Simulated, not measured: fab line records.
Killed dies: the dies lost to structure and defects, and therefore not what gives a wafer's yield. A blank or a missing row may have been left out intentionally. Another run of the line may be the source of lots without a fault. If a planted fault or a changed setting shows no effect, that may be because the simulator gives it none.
Chamber matching    flow sky130    4 sister chambers for SKY_VIA3_CMP_02 on cmp-01
The step polishes SiO2. 4 wafers are shown with their chamber, then 7 later ones without.

## WAFERS PAIRED WITH THEIR CHAMBERS
wafer   chamber  motor current A (A)
L196.4  2        13.3
L196.6  1        13.5
L197.1  3        11.3
L197.2  0        14.1

## WAFERS WITH NO CHAMBER GIVEN
wafer   motor current A (A)
L197.3  13.9
L198.2  11.9
L198.3  14.5
L198.4  13.3
L209.1  12.0
L209.5  13.6
L209.6  11.7

## THE CHAMBER EACH PASSED THROUGH
wafer   from the rows above           in truth
L197.3  can't be placed: 0 or 1 or 2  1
L198.2  can't be placed: 3 or 2       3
L198.3  can't be placed: 0 or 1 or 2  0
L198.4  can't be placed: 2 or 1 or 0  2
L209.1  can't be placed: 3 or 2 or 1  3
L209.5  can't be placed: 1 or 2 or 0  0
L209.6  3                             3
Placed correctly: 1 of 7. Cannot be placed on the basis of these rows: 6; the candidates contain the true chamber in 6. Wrongly placed: 0.
How it was worked out, from the rows above alone: a wafer's distance from a chamber is the root of the sum, over the readings, of the square of ((its reading less the chamber's mean) divided by the reading's scatter). The wafer belongs to the nearest chamber; if the next one is less than 2 further off, it can't be placed. Each chamber's mean is taken over the wafers shown for it. The scatter: with one shown wafer a chamber, the root of the mean of the squares of how far each hidden wafer lies from its nearest shown one.
